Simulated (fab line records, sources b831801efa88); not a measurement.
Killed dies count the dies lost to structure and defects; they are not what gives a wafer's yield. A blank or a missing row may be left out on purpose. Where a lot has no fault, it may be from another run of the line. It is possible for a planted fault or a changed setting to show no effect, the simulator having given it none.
Chamber matching :: flow sky130 :: 4 sister chambers for SKY_VIA2_CMP_02 on cmp-02
The step polishes SiO2. 14 wafers are shown with their chamber, then 7 later ones without.

## EACH WAFER AND ITS CHAMBER
wafer: L406.1
chamber: 1
motor-current-A (A): 13.9

wafer: L406.4
chamber: 3
motor-current-A (A): 13.8

wafer: L406.6
chamber: 1
motor-current-A (A): 14.0

wafer: L407.2
chamber: 0
motor-current-A (A): 11.8

wafer: L407.4
chamber: 1
motor-current-A (A): 13.4

wafer: L407.6
chamber: 1
motor-current-A (A): 13.9

wafer: L410.3
chamber: 1
motor-current-A (A): 13.8

wafer: L410.5
chamber: 3
motor-current-A (A): 12.7

wafer: L410.6
chamber: 2
motor-current-A (A): 13.5

wafer: L414.3
chamber: 0
motor-current-A (A): 12.8

wafer: L414.4
chamber: 1
motor-current-A (A): 14.1

wafer: L414.5
chamber: 2
motor-current-A (A): 12.7

wafer: L420.1
chamber: 1
motor-current-A (A): 13.5

wafer: L420.5
chamber: 3
motor-current-A (A): 13.2

SIGNATURES, as means of the wafers listed above
reading: motor-current-A
chamber 0: 12.300
chamber 1: 13.800
chamber 2: 13.100
chamber 3: 13.233
scatter within a chamber: 0.427
Rule: a wafer's distance from a chamber is the root of the sum, over the readings, of the square of ((its reading less the chamber's mean) divided by the reading's scatter). The wafer belongs to the nearest chamber; if the next one is less than 2 further off, it can't be placed. The scatter is the square root of a quotient: the sum, over the shown wafers, of each reading's squared deviation from its chamber's mean, divided by wafers minus chambers.

## WAFERS WITHOUT THEIR CHAMBER
wafer: L420.6
motor-current-A (A): 12.9

wafer: L421.2
motor-current-A (A): 13.2

wafer: L421.4
motor-current-A (A): 11.3

wafer: L421.5
motor-current-A (A): 12.9

wafer: L426.4
motor-current-A (A): 13.2

wafer: L426.5
motor-current-A (A): 13.6

wafer: L426.6
motor-current-A (A): 13.2

## THE CHAMBER EACH PASSED THROUGH
wafer: L420.6
from the rows above: can't be placed: 2 or 3 or 0 or 1
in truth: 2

wafer: L421.2
from the rows above: can't be placed: 3 or 2 or 1
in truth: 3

wafer: L421.4
from the rows above: can't be placed: 0 or 2
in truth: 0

wafer: L421.5
from the rows above: can't be placed: 2 or 3 or 0 or 1
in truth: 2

wafer: L426.4
from the rows above: can't be placed: 3 or 2 or 1
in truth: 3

wafer: L426.5
from the rows above: can't be placed: 1 or 3 or 2
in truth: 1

wafer: L426.6
from the rows above: can't be placed: 3 or 2 or 1
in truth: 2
Correctly placed: 0 of 7. Can't be placed from these rows: 7 (the true chamber is among the candidates in 7). Wrongly placed: 0.
